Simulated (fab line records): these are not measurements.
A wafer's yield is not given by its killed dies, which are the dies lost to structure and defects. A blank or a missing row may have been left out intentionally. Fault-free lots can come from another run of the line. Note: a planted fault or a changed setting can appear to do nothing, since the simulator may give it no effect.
Comparing a struck lot with a sound one	flow sky130	15 out of 708 route steps
Sound: the wafers L716.1, L716.2, L716.3. Wafers L724.1, L724.3, L724.6 were the ones struck. The cause comes at the end.
Each step with rows lists, per side, the tool, then ch with its chambers, then its first start. Under that, the readings that differ: sound wafers	struck wafers	difference of the means	sigmas: that difference in standard deviations of wafers without a fault.
alike: readings whose means differ by less than 2 such deviations, and words and numbers that are the same on both sides. not compared: withheld readings, readings that some wafer has no value for, bounds like >300 that may hide the same value, and numbers for which the record gives no deviation and whose values overlap.
The two part at a step that has a row with sigmas, a row that says differs or no value, or rows on one side only. Numbers that have no deviation but don't overlap get no sigmas and don't part them. Lack of a reading on every wafer of one side parts them only where that side has two or more wafers.

SKY_LDD_P_OVL_MEAS_08:
  struck on overlay-01, day 24 01:29; sound on overlay-02, day 21 00:09
reading	sound	struck	difference	sigmas
LDD_P_OVL (nm)	1.7 3.3 2.1	-2.1 -1.5 -0.9	-3.9	-2
following that, these wafers have no rows for 1 step: SKY_LDD_P_IMPLANT_09.
SKY_LDD_P_STRIP_10: strips in O2/N2.
  sound on plasma_asher-02 ch 0,1, day 21 00:20; struck on plasma_asher-01 ch 1, day 24 01:41
reading	sound	struck	difference	sigmas
strip_time_to_endpoint_s (s)	14.21 14.22 14.20	14.15 14.09 14.13	-0.09	-2
  alike: drypump_motor_current_A, oes_product_au
  not compared: rf_hours_counter_h
SKY_LDD_P_TW_MEAS_11:
  struck on film_metro-04, day 24 01:47; sound on film_metro-03, day 21 00:26
  alike: LDD_P_TW
then, 7 steps without rows for these wafers: SKY_LDD_HVN_DEHYDRATE_00 (time 60 s); SKY_LDD_HVN_HMDS_01 (prime time 60 s); SKY_LDD_HVN_COAT_02 (resist thk 300 nm); SKY_LDD_HVN_SOFTBAKE_03 (time 60 s); SKY_LDD_HVN_EXPOSE_04 (exposes mask HVNTM, target cd 700 nm); SKY_LDD_HVN_PEB_05; SKY_LDD_HVN_DEVELOP_06 (develop time 60 s).
SKY_LDD_HVN_OVL_MEAS_07:
  struck on overlay-01, day 25 07:05; sound on overlay-01, day 22 06:32
  alike: LDD_HVN_OVL
SKY_LDD_HVN_IMPLANT_08:
  sound on implanter-02 ch 0, day 22 06:34; struck on implanter-03 ch 0, day 25 07:07
reading	sound	struck	difference	sigmas
beam_energy_keV	60.000 60.038 59.986	57.414 57.436 57.389	-2.595	-99 or more
model.implant.rp_nm (nm)	56.89 56.89 56.89	52.79 52.79 52.79	-4.10	
model.implant.drp_nm (nm)	28.15 28.15 28.15	27.1 27.1 27.1	-1.0	
SKY_LDD_HVN_STRIP_09: strips in O2/N2.
  sound on plasma_asher-02 ch 0,1, day 22 06:43; struck on plasma_asher-04 ch 0,1, day 25 07:16
  alike: drypump_motor_current_A, oes_product_au, strip_time_to_endpoint_s
  not compared: rf_hours_counter_h
-- the record jumps here: 24 days lie between the struck wafers' starts before and after (it left off in module LDD_HVN and takes up again in module PAD_OPEN, whose first step shown is number 708 of the route) --
SKY_PAD_OPEN_PROBE_99:
  struck on prober-02, day 48 22:48; sound on prober-01, day 46 19:47
reading	sound	struck	difference	sigmas
model.etest.tip_n_5v.rs_ohm_sq	1383 1377 1379	1421 1422 1426	+43	
  alike: killed_at_M0_to_M3, killed_at_M4_up, killed_at_contacts, killed_at_front_end, killed_at_other, killed_dies, killed_open, killed_short

WHERE THEY PART
Last at SKY_LDD_HVN_IMPLANT_08 as far as this record goes, first at SKY_LDD_P_OVL_MEAS_08. Later steps at which nothing parts them and some readings are alike: SKY_LDD_HVN_STRIP_09, SKY_PAD_OPEN_PROBE_99.

WHY: the cause the simulator had injected
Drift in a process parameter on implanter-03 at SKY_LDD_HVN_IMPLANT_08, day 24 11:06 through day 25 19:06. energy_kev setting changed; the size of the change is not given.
